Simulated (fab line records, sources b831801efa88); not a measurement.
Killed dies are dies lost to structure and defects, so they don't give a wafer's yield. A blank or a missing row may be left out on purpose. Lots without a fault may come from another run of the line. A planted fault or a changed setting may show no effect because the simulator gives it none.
fab line records | flow sky130 | part 1 of 2: steps 1 to 42 of 43
record lots=7 wafers=21 last_day=50
route steps=708 shown FIELD_ISO@13 NWELL@32 DNWELL@35 PWDE@45 PAD_OPEN@708
lots that met no fault: from a run of the same line without faults
start_h: hours from the record's first day to the start of the lot's first wafer shown | wait_h: hours since the lot's step before | " the same as in the row above | L1.1+2: a row that stands for several wafers | - no value, or no start given | * or withheld: withheld | < > ~ a bound
route shown NAME@n: a module of which the file shows steps, and the number in the route of the first | usual: mean/standard deviation of fault-free wafers | same: alike in all rows | chamber/n: place in a boat | sites: the reading at each site | _std_site: their standard deviation | _edge_site: outer sites' mean less inner sites' | radius_mm: how far each site lies from the wafer's centre | mask NAME#n: copy n | behind: the tool/chamber that last shaped the wafer | hold: why the lot was held/for how many hours/how that ended | device: the transistor (n, p or np) that didn't switch | end of line: the same wafers' tests at the end of the route | a step without rows: its recipe alone | killed: dies lost to structure and defects at the first sort, not the wafer's yield | map: a wafer's dies, x killed, . not, _ none there
set.NAME: the setting as run; set.NAME@STEP: as run at that earlier step | model.NAME: the simulator's own value behind a step, which no gauge read
lots at some steps of the route; a table a step, a row a wafer
services: from which hour (start_h, from the record's first day; less than 0 if before it) a tool's chamber was out of use, for how many hours, and why
## steps
# step SKY_FIELD_ISO_DEVELOP_12
# recipe develop_time_s=60 resist=KrF-thick dev_temp_c=21
# step SKY_FIELD_ISO_CD_MEAS_13
# recipe target_cd_nm=150
# usual cd_nm=149.7/1.6
# columns lot.wafer tool chamber start_h wait_h cd_nm
L617.1 cd_sem-02 - 34.74 - 150.6
L617.3 " - " " 151.5
L617.5 " - " " 151.2
L621.3 cd_sem-02 - 56.56 - 150.9
L621.4 " - " " 151.3
L621.5 " - " " 150.7
L627.3 cd_sem-01 - 86.71 - 150.0
L627.5 " - " " 150.2
L627.6 " - " " 149.8
L628.3 cd_sem-02 - 92.54 - 151.6
L628.5 " - " " 150.2
L628.6 " - " " 151.3
L630.2 cd_sem-01 - 101.57 - 150.4
L630.4 " - " " 150.2
L630.6 " - " " 150.8
L635.2 cd_sem-02 - 129.27 - 148.0
L635.3 " - " " 149.5
L635.6 " - " " 148.9
L639.2 cd_sem-02 - 148.76 - 153.7
L639.3 " - " " 152.6
L639.6 " - " " 152.4
# step SKY_FIELD_ISO_ETCH_14
# recipe chemistry=N2/H2 target=BARC ion_energy_ev=200 source_w=500 bias_w=100 pressure_mtorr=30 n2_flow_sccm=100 h2_flow_sccm=200 stop_on=SiO2 time_s=45.9 target_depth_a=600
# usual drypump_motor_current_A=5.7/0.49 oes_product_au=0.856/0.0046 throttle_valve_pct=13.225/0.0092
# columns lot.wafer tool chamber start_h wait_h drypump_motor_current_A oes_product_au rf_hours_counter_h throttle_valve_pct
L617.1 rie_diel-04 1 34.86 0.1 4.7 0.851 164 13.227
L617.3 " 3 " " 5.8 0.858 119 13.217
L617.5 " 3 " " 5.8 0.853 - 13.210
L621.3 rie_diel-02 0 56.64 0.1 5.5 0.851 5 13.224
L621.4 " 2 " " 6.6 0.851 149 13.218
L621.5 " 1 " " 5.6 0.855 - 13.237
L627.3 rie_diel-04 3 86.79 0.1 5.8 0.855 121 13.211
L627.5 " 2 " " 6.2 0.853 - 13.238
L627.6 " 1 " " 4.8 0.851 - 13.232
L628.3 rie_diel-03 1 92.64 0.1 5.5 0.859 - 13.214
L628.5 " 1 " " 5.5 0.853 - 13.216
L628.6 " 2 " " 5.8 0.847 - 13.240
L630.2 rie_diel-03 1 101.67 0.1 5.5 0.862 101 13.230
L630.4 " 1 " " 5.5 0.859 - 13.218
L630.6 " 3 " " 5.8 0.852 - 13.233
L635.2 rie_diel-03 1 129.37 0.1 5.5 0.852 102 13.222
L635.3 " 0 " " 6.0 0.859 48 13.222
L635.6 " 1 " " 5.5 0.852 - 13.208
L639.2 rie_diel-04 1 148.86 0.1 4.7 0.859 0 13.219
L639.3 " 3 " " 5.8 0.861 122 13.245
L639.6 " 3 " " 5.8 0.860 - 13.238
# step SKY_FIELD_ISO_ETCH_15
# recipe chemistry=CHF3/O2 target_depth_nm=180 stop_on=Si source_w=600 bias_w=200 pressure_mtorr=40 chf3_flow_sccm=50 O2_flow_sccm=5 time_s=72
# step SKY_FIELD_ISO_STRIP_16
# recipe chemistry=O2/N2 power_w=1400 pressure_mtorr=1500 platen_temp_c=withheld o2_flow_sccm=3000 n2_flow_sccm=300 overash_fraction=0.5
# usual drypump_motor_current_A=5.7/0.49 oes_product_au=0.379/0.0045 strip_time_to_endpoint_s=3.56/0.033
# columns lot.wafer tool chamber start_h wait_h drypump_motor_current_A oes_product_au rf_hours_counter_h strip_time_to_endpoint_s
L617.1 plasma_asher-01 1 34.96 0.0 5.0 0.381 22 3.57
L617.3 " 1 " " 5.0 0.381 - 3.49
L617.5 " 1 " " 5.0 0.377 - 3.50
L621.3 plasma_asher-03 1 56.77 0.1 5.3 0.387 - 3.58
L621.4 " 0 " " 5.4 0.376 - 3.56
L621.5 " 0 " " 5.4 0.375 - 3.50
L627.3 plasma_asher-01 1 86.92 0.1 5.0 0.372 - 3.50
L627.5 " 1 " " 5.0 0.377 - 3.53
L627.6 " 0 " " 5.6 0.378 - 3.58
L628.3 plasma_asher-02 1 92.80 0.1 6.0 0.379 - 3.56
L628.5 " 1 " " 6.0 0.376 - 3.55
L628.6 " 0 " " 6.4 0.381 - 3.56
L630.2 plasma_asher-01 1 101.77 0.0 5.0 0.383 29 3.58
L630.4 " 1 " " 5.0 0.379 - 3.55
L630.6 " 0 " " 5.6 0.377 - 3.56
L635.2 plasma_asher-02 0 129.47 0.0 6.4 0.376 1 3.55
L635.3 " 1 " " 6.0 0.375 - 3.54
L635.6 " 0 " " 6.4 0.377 - 3.56
L639.2 plasma_asher-02 1 148.96 0.0 6.0 0.373 3 3.55
L639.3 " 1 " " 6.0 0.375 - 3.54
L639.6 " 0 " " 6.4 0.372 - 3.51
# step SKY_FIELD_ISO_ETCH_17
# recipe target_depth_a=3420 mask_material=Si3N4 chemistry=HBr/Cl2/O2 target=Si taper_deg=5 icp_w=600 bias_w=150 pressure_mtorr=15 HBr_flow_sccm=150 Cl2_flow_sccm=40 O2_flow_sccm=6 time_s=97.7
# usual drypump_motor_current_A=5.6/0.54 oes_product_au=1.001/0.0081 throttle_valve_pct=25.657/0.011
# columns lot.wafer tool chamber start_h wait_h drypump_motor_current_A oes_product_au rf_hours_counter_h throttle_valve_pct
L617.1 rie_si-01 3 35.06 0.1 4.9 0.988 32 25.683
L617.3 " 0 " " 5.6 0.998 125 25.667
L617.5 " 3 " " 4.9 0.997 - 25.644
L621.3 rie_si-01 2 56.84 0.0 6.0 1.003 104 25.659
L621.4 " 1 " " 5.4 1.011 2 25.649
L621.5 " 0 " " 5.5 1.002 - 25.672
L627.3 rie_si-02 1 86.99 0.0 6.3 1.012 111 25.659
L627.5 " 2 " " 4.9 1.009 - 25.649
L627.6 " 3 " " 5.8 1.014 - 25.655
L628.3 rie_si-01 1 92.87 0.0 5.4 1.006 3 25.652
L628.5 " 1 " " 5.4 1.001 - 25.642
L628.6 " 2 " " 6.0 0.991 - 25.662
L630.2 rie_si-02 2 101.87 0.1 4.9 1.000 76 25.641
L630.4 " 0 " " 6.4 0.992 66 25.678
L630.6 " 0 " " 6.5 1.006 - 25.652
L635.2 rie_si-01 0 129.57 0.1 5.5 1.005 126 25.646
L635.3 " 2 " " 5.9 0.996 105 25.657
L635.6 " 3 " " 4.9 0.989 - 25.672
L639.2 rie_si-02 0 149.06 0.1 6.5 0.999 67 25.662
L639.3 " 1 " " 6.3 1.008 111 25.651
L639.6 " 2 " " 4.9 1.001 - 25.640
# step SKY_FIELD_ISO_WET_ETCH_18
# recipe chemistry=H3PO4 target_depth_nm=25 temp_c=160 target=Si3N4 time_s=286
# step SKY_FIELD_ISO_CLEAN_19
# recipe chemistry=SC1/SC2 mix=1:4:20 temp_c=70 time_s=150
# step SKY_FIELD_ISO_CLEAN_20
# recipe chemistry=dHF time_s=20 dilution=100:1
# step SKY_FIELD_ISO_WET_ETCH_21
# recipe chemistry=dHF dilution=100:1 target_depth_nm=20 dry=ipa_marangoni target=SiO2 temp_c=25 time_s=400
# step SKY_FIELD_ISO_OXIDATION_22
# recipe temp_c=950 ambient=O2 stabilise_s=600 purge_s=300 target_thk_a=100 ox_time_s=623
# step SKY_FIELD_ISO_THK_MEAS_23
# recipe reads=SiO2_of_FIELD_ISO_OXIDATION_22
# usual FIELD_ISO_OXIDATION_01_THK=9.87/0.21
# columns lot.wafer tool chamber start_h wait_h FIELD_ISO_OXIDATION_01_THK[nm]
L617.1 film_metro-03 - 37.54 0.0 9.83
L617.3 " - " " 9.92
L617.5 " - " " 9.80
L621.3 film_metro-01 - 60.91 0.0 10.01
L621.4 " - " " 9.86
L621.5 " - " " 9.89
L627.3 film_metro-03 - 89.15 0.0 9.99
L627.5 " - " " 10.04
L627.6 " - " " 10.10
L628.3 film_metro-04 - 95.19 0.0 9.94
L628.5 " - " " 9.98
L628.6 " - " " 9.76
L630.2 film_metro-01 - 103.41 0.0 9.49
L630.4 " - " " 9.70
L630.6 " - " " 9.72
L635.2 film_metro-01 - 131.09 0.0 10.09
L635.3 " - " " 10.00
L635.6 " - " " 9.97
L639.2 film_metro-01 - 151.82 0.0 10.28
L639.3 " - " " 10.07
L639.6 " - " " 10.02
# step SKY_FIELD_ISO_CVD_24
# recipe material=SiO2 target_thk_nm=595 temp_c=650 sigma_open_frac=0.3 time_s=99.2 sih4_flow_sccm=60 pressure_mtorr=6
# columns lot.wafer tool chamber start_h wait_h
L617.1+3+5 hdpcvd-02 0,2,0 37.60 0.1
L621.3+4+5 hdpcvd-02 0,1,2 60.95 0.0
L627.3+5+6 hdpcvd-02 2,2,1 89.19 0.0
L628.3+5+6 hdpcvd-02 1,1,0 95.23 0.0
L630.2+4+6 hdpcvd-02 1,1,2 103.46 0.0
L635.2+3+6 hdpcvd-01 0,1,1 131.14 0.0
L639.2+3+6 hdpcvd-01 0,2,1 151.87 0.0
# step SKY_FIELD_ISO_THK_MEAS_25
# recipe reads=SiO2_of_FIELD_ISO_CVD_24
# usual FIELD_ISO_CVD_24_THK=592/5
# columns lot.wafer tool chamber start_h wait_h FIELD_ISO_CVD_24_THK[nm]
L617.1 film_metro-01 - 37.68 0.0 596
L617.3 " - " " 592
L617.5 " - " " 593
L621.3 film_metro-03 - 61.04 0.1 592
L621.4 " - " " 597
L621.5 " - " " 595
L627.3 film_metro-04 - 89.28 0.1 595
L627.5 " - " " 593
L627.6 " - " " 593
L628.3 film_metro-03 - 95.32 0.1 590
L628.5 " - " " 590
L628.6 " - " " 585
L630.2 film_metro-04 - 103.54 0.0 593
L630.4 " - " " 595
L630.6 " - " " 582
L635.2 film_metro-03 - 131.23 0.0 596
L635.3 " - " " 597
L635.6 " - " " 597
L639.2 film_metro-04 - 151.95 0.0 588
L639.3 " - " " 585
L639.6 " - " " 596
# step SKY_FIELD_ISO_ANNEAL_26
# recipe temp_c=1000 time_s=1800 ambient=N2
# step SKY_FIELD_ISO_CMP_27
# recipe stop_on=Si3N4 t_overpolish_s=16 down_force_psi=4 platen_rpm=60 target_thk_nm=457.8 pad_velocity_m_s=0.94248
# step SKY_FIELD_ISO_WET_ETCH_28
# recipe chemistry=dHF target_depth_nm=23.7 target=SiO2 dilution=10:1 temp_c=25 time_s=47
# step SKY_FIELD_ISO_WET_ETCH_29
# recipe chemistry=H3PO4 target_depth_nm=160 target=Si3N4 temp_c=160 time_s=1825
# step SKY_FIELD_ISO_WET_ETCH_30
# recipe chemistry=dHF target_depth_nm=25 target=SiO2 dilution=10:1 temp_c=25 time_s=50
# step SKY_NWELL_CLEAN_00
# recipe chemistry=SC1/SC2 mix=1:4:20 temp_c=70 time_s=150 dry=n2_spin
# step SKY_NWELL_OXIDATION_01
# recipe temp_c=900 ambient=O2 stabilise_s=600 purge_s=300 target_thk_a=100 ox_time_s=1418
# step SKY_NWELL_THK_MEAS_02
# recipe reads=SiO2_of_NWELL_OXIDATION_01
# usual NWELL_OXIDATION_THK=9.93/0.15
# columns lot.wafer tool chamber start_h wait_h NWELL_OXIDATION_THK[nm]
L617.1 film_metro-01 - 41.83 0.0 9.82
L617.3 " - " " 9.89
L617.5 " - " " 9.83
L621.3 film_metro-03 - 69.50 0.0 9.79
L621.4 " - " " 9.76
L621.5 " - " " 9.77
L627.3 film_metro-01 - 94.45 0.0 9.86
L627.5 " - " " 9.73
L627.6 " - " " 9.75
L628.3 film_metro-02 - 100.46 0.0 10.17
L628.5 " - " " 10.04
L628.6 " - " " 10.18
L630.2 film_metro-01 - 108.56 0.0 9.75
L630.4 " - " " 9.92
L630.6 " - " " 9.67
L635.2 film_metro-02 - 141.11 0.0 10.09
L635.3 " - " " 10.14
L635.6 " - " " 10.12
L639.2 film_metro-02 - 157.98 0.0 9.96
L639.3 " - " " 9.92
L639.6 " - " " 9.81
# step SKY_DNWELL_DEHYDRATE_00
# recipe temp_c=200 time_s=60
# step SKY_DNWELL_HMDS_01
# recipe prime_time_s=60 prime_temp_c=120
# step SKY_DNWELL_COAT_02
# recipe spin_rpm=2000 resist_thk_nm=3000
# step SKY_DNWELL_SOFTBAKE_03
# recipe temp_c=110 time_s=withheld
# step SKY_DNWELL_EXPOSE_04
# recipe mask_id=DNM na=0.57 target_cd_nm=3000 dose_mj=222
# step SKY_DNWELL_PEB_05
# recipe temp_c=115 time_s=withheld
# step SKY_DNWELL_DEVELOP_06
# recipe wall_angle_deg=90 developer=TMAH develop_time_s=60 dev_temp_c=23
# step SKY_DNWELL_IMPLANT_07
# recipe species=P energy_kev=withheld dose_cm2=withheld tilt_deg=withheld
# step SKY_DNWELL_STRIP_08
# recipe chemistry=O2/N2 power_w=1400 pressure_mtorr=1500 platen_temp_c=withheld o2_flow_sccm=3000 n2_flow_sccm=300 overash_fraction=0.5
# usual drypump_motor_current_A=5.6/0.55 oes_product_au=0.723/0.004 strip_time_to_endpoint_s=36.90/0.082
# columns lot.wafer tool chamber start_h wait_h drypump_motor_current_A oes_product_au rf_hours_counter_h strip_time_to_endpoint_s
L617.1 plasma_asher-04 0 58.17 0.1 4.7 0.720 36 36.96
L617.3 " 0 " " 4.8 0.720 - 36.88
L617.5 " 0 " " 4.7 0.718 - 36.89
L621.3 plasma_asher-01 0 85.93 0.1 5.7 0.722 - 36.69
L621.4 " 1 " " 5.0 0.730 - 36.77
L621.5 " 0 " " 5.6 0.721 - 36.82
L627.3 plasma_asher-04 1 112.08 0.1 5.8 0.721 - 36.94
L627.5 " 0 " " 4.7 0.725 - 37.06
L627.6 " 1 " " 5.8 0.727 - 36.99
L628.3 plasma_asher-01 1 118.78 0.1 5.0 0.721 - 36.92
L628.5 " 0 " " 5.7 0.726 - 37.02
L628.6 " 1 " " 5.0 0.712 - 36.89
L630.2 plasma_asher-02 1 127.04 0.1 6.0 0.723 1 36.79
L630.4 " 0 " " 6.4 0.731 - 36.76
L630.6 " 1 " " 6.0 0.725 - 36.80
L635.2 plasma_asher-04 0 160.10 0.1 4.7 0.722 46 37.02
L635.3 " 1 " " 5.8 0.726 - 36.86
L635.6 " 1 " " 5.8 0.729 - 36.94
L639.2 plasma_asher-01 0 178.29 0.1 5.7 0.727 37 36.99
L639.3 " 0 " " 5.7 0.724 - 36.89
L639.6 " 1 " " 5.0 0.726 - 36.95
# step SKY_DNWELL_TW_MEAS_09
# usual DNWELL_TW=1121/14
# columns lot.wafer tool chamber start_h wait_h DNWELL_TW
L617.1 film_metro-01 - 58.27 0.1 1127
L617.3 " - " " 1127
L617.5 " - " " 1128
L621.3 film_metro-03 - 86.01 0.1 1127
L621.4 " - " " 1127
L621.5 " - " " 1123
L627.3 film_metro-02 - 112.16 0.1 1110
L627.5 " - " " 1111
L627.6 " - " " 1104
L628.3 film_metro-03 - 118.87 0.1 1124
L628.5 " - " " 1127
L628.6 " - " " 1116
L630.2 film_metro-02 - 127.15 0.1 1108
L630.4 " - " " 1107
L630.6 " - " " 1102
L635.2 film_metro-03 - 160.21 0.1 1121
L635.3 " - " " 1119
L635.6 " - " " 1113
L639.2 film_metro-03 - 178.40 0.1 1127
L639.3 " - " " 1123
L639.6 " - " " 1124
# step SKY_PWDE_DEHYDRATE_00
# recipe temp_c=200 time_s=60
# step SKY_PWDE_HMDS_01
# recipe prime_time_s=60 prime_temp_c=120
# step SKY_PWDE_COAT_02
# recipe spin_rpm=2000 resist_thk_nm=3000
# step SKY_PWDE_SOFTBAKE_03
# recipe temp_c=110 time_s=withheld
# step SKY_PWDE_EXPOSE_04
# recipe mask_id=PWDEM na=0.6 source_shape=conventional sigma_outer=0.6 polarization=unpolarized target_cd_nm=840 dose_mj=214
# step SKY_PWDE_PEB_05
# recipe temp_c=115 time_s=withheld
# step SKY_PWDE_DEVELOP_06
# recipe wall_angle_deg=90 developer=TMAH develop_time_s=60 dev_temp_c=23
# step SKY_PWDE_OVL_MEAS_07
# usual PWDE_OVL=-0.1/1.5
# columns lot.wafer tool chamber start_h wait_h PWDE_OVL[nm]
L617.1 overlay-01 - 73.34 - -0.2
L617.3 " - " " -1.2
L617.5 " - " " -0.7
L621.3 overlay-02 - 102.73 - -1.9
L621.4 " - " " -0.5
L621.5 " - " " 0.7
L627.3 overlay-02 - 129.93 - -0.3
L627.5 " - " " -2.0
L627.6 " - " " -1.3
L628.3 overlay-02 - 137.33 - -0.6
L628.5 " - " " -0.2
L628.6 " - " " -1.2
L630.2 overlay-01 - 145.88 - 3.6
L630.4 " - " " 0.6
L630.6 " - " " 1.6
L635.2 overlay-02 - 180.53 - 0.5
L635.3 " - " " -0.5
L635.6 " - " " -1.1
L639.2 overlay-02 - 198.35 - 0.9
L639.3 " - " " -0.4
L639.6 " - " " 0.7
# step SKY_PWDE_IMPLANT_08
# recipe species=B energy_kev=150 dose_cm2=3.6e+12 tilt_deg=withheld
# step SKY_PWDE_STRIP_09
# recipe chemistry=O2/N2 power_w=1400 pressure_mtorr=1500 platen_temp_c=withheld o2_flow_sccm=3000 n2_flow_sccm=300 overash_fraction=0.5
# usual drypump_motor_current_A=5.3/0.42 oes_product_au=0.723/0.0042 strip_time_to_endpoint_s=36.93/0.082
# columns lot.wafer tool chamber start_h wait_h drypump_motor_current_A oes_product_au rf_hours_counter_h strip_time_to_endpoint_s
L617.1 plasma_asher-04 1 73.53 0.1 5.8 0.721 37 36.86
L617.3 " 1 " " 5.8 0.724 - 36.92
L617.5 " 0 " " 4.7 0.720 - 36.87
L621.3 plasma_asher-01 1 102.94 0.1 5.0 0.721 - 36.88
L621.4 " 0 " " 5.7 0.727 - 36.80
L621.5 " 0 " " 5.7 0.724 - 36.77
L627.3 plasma_asher-04 0 130.14 0.1 4.7 0.719 - 36.79
L627.5 " 0 " " 4.7 0.720 - 36.82
L627.6 " 1 " " 5.8 0.725 - 36.90
L628.3 plasma_asher-01 1 137.54 0.1 5.0 0.726 - 36.88
L628.5 " 0 " " 5.7 0.721 - 36.90
L628.6 " 1 " " 5.0 0.722 - 36.83
L630.2 plasma_asher-01 1 146.06 0.1 5.0 0.727 34 36.92
L630.4 " 0 " " 5.7 0.725 - 36.95
L630.6 " 0 " " 5.7 0.713 - 36.94
L635.2 plasma_asher-03 1 180.71 0.1 5.4 0.723 49 36.99
L635.3 " 1 " " 5.4 0.729 - 36.87
L635.6 " 0 " " 5.4 0.718 - 36.90
L639.2 plasma_asher-01 0 198.53 0.1 5.7 0.718 40 36.90
L639.3 " 0 " " 5.6 0.719 - 37.13
L639.6 " 1 " " 5.0 0.719 - 36.86
